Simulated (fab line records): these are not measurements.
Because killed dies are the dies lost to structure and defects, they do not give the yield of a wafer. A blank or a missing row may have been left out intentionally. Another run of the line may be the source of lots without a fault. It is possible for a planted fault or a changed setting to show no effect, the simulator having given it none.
A single fault, viewed from 2 desks + flow sky130 + numbers are kept per desk, each desk with only its own; the story behind them comes last

## FOR THE TOOL OWNER'S DESK: litho-track-01
The tool's own readings at SKY_LI_CONTACT_COAT_06 (resist thk 60 nm): means of the sampled wafers that have a number, for each lot that ran on this tool. Marked OUT: a lot whose mean sits more than 4 standard deviations from the usual mean, which makes it out of limits; the brackets give that distance.
Columns: A = exhaust-pa at SKY_LI_CONTACT_COAT_06, usual 44.9 Pa
| lot  | first seen here | A    |
|------|-----------------|------|
| L707 | day 28 16:31    | 45.0 |
| L715 | day 31 20:22    | 43.5 |
| L718 | day 32 23:20    | 46.2 |
| L724 | day 34 16:37    | 45.1 |
| L725 | day 34 22:34    | 44.4 |
Finding of this desk: none of the 5 lots has anything out of limits.

## AT THE METROLOGY DESK
What the gauges read for every lot (on any tool): the sampled wafers with a number, averaged. Marked OUT: a lot whose mean sits more than 4 standard deviations from the usual mean, which makes it out of limits; the brackets give that distance.
Columns: A = LI_CONTACT_BOW at SKY_LI_CONTACT_BOW_MEAS_03, usual 57 um; B = LI_CONTACT_W_THK at SKY_LI_CONTACT_THK_MEAS_23, usual 394 nm
| lot  | first seen here | A  | B   |
|------|-----------------|----|-----|
| L706 | day 28 02:00    | 53 | 384 |
| L707 | day 28 02:37    | 60 | 394 |
| L708 | day 28 19:00    | 60 | 395 |
| L710 | day 29 05:31    | 52 | 395 |
| L711 | day 30 04:07    | 55 | 396 |
| L715 | day 31 06:53    | 49 | 395 |
| L718 | day 32 09:50    | 59 | 407 |
| L724 | day 34 03:46    | 54 | 392 |
| L725 | day 34 10:12    | 49 | 411 |
| L726 | day 34 10:31    | 59 | 401 |
| L728 | day 34 22:43    | 57 | 398 |
| L729 | day 35 11:02    | 57 | 387 |
Finding of this desk: none of the 12 lots has anything out of limits.

## PUT TOGETHER
Nothing out of limits was seen by the tool owner's desk.
Metrology desk: nothing out of limits seen.

## WHAT WAS PUT IN BY THE SIMULATOR
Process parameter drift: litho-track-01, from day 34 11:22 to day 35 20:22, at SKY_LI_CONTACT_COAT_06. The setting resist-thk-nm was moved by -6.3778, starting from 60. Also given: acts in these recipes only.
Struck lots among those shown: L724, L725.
